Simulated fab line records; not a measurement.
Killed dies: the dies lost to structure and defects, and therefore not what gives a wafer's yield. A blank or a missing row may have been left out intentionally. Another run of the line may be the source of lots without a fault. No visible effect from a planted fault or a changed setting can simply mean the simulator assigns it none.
The same fault as seen by 2 desks / flow gf180mcu / each desk holds nothing but its own numbers, with what lay behind them at the end

THE TOOL OWNER'S DESK: pvd sputter-01
The tool's own readings at GF_V4_SPUTTER_22 (material TiN, target thk 10 nm, time 40 s): means of the sampled wafers that have a number, for each lot that ran on this tool. A lot is out of limits, marked OUT, if its mean lies more than 4 standard deviations from the usual mean; the brackets give that distance.
Columns: A = throttle valve pct at GF_V4_SPUTTER_22, usual 30.3 %
lot=L937; first seen here=day 26 22:19; A=29.5
lot=L940; first seen here=day 27 18:07; A=29.3
lot=L953; first seen here=day 31 00:59; A=29.5
lot=L954; first seen here=day 31 06:59; A=30.2
This desk found nothing out of limits on any of the 4 lots.

THE METROLOGY DESK
Means of the sampled wafers that have a number, per lot and without regard to the tool the lot ran on: this is what the gauges read. A lot is out of limits, marked OUT, if its mean lies more than 4 standard deviations from the usual mean; the brackets give that distance.
Columns: A = cd nm at GF_V4_CD_MEAS_14, usual 260.3 nm; B = V4_OVL at GF_V4_OVL_MEAS_15, usual 1 nm; C = V4_W_RS at GF_V4_RS_MEAS_24, usual 0.327 ohm/sq; D = V4_W_THK at GF_V4_THK_MEAS_25, usual 357 nm; E = MIM_CVD_05_THK at GF_MIM_THK_MEAS_06, usual 42.0 nm; F = MIM_ALCU_RS at GF_MIM_RS_MEAS_10, usual 0.1601 ohm/sq; G = MIM_ALCU_THK at GF_MIM_THK_MEAS_11, usual 200 nm
lot=L937; first seen here=day 26 21:26; A=260.3; B=-1; C=0.333; D=344; E=42.4; F=0.1592; G=200
lot=L939; first seen here=day 27 08:25; A=259.6; B=3; C=0.325; D=355; E=42.4; F=0.1609; G=199
lot=L941; first seen here=day 27 16:31; A=257.8; B=-5; C=0.323; D=359; E=42.0; F=0.1620; G=197
lot=L940; first seen here=day 27 17:15; A=259.6; B=8; C=0.324; D=363; E=42.7; F=0.1596; G=203
lot=L953; first seen here=day 31 00:07; A=259.9; B=-1; C=0.330; D=350; E=42.2; F=0.1610; G=200
lot=L954; first seen here=day 31 06:02; A=259.9; B=1; C=0.327; D=357; E=41.7; F=0.1607; G=198
This desk found nothing out of limits on any of the 6 lots.

TAKEN TOGETHER
The tool owner's desk saw nothing out of limits.
The metrology desk saw nothing out of limits.

WHAT THE SIMULATOR HAD PUT IN
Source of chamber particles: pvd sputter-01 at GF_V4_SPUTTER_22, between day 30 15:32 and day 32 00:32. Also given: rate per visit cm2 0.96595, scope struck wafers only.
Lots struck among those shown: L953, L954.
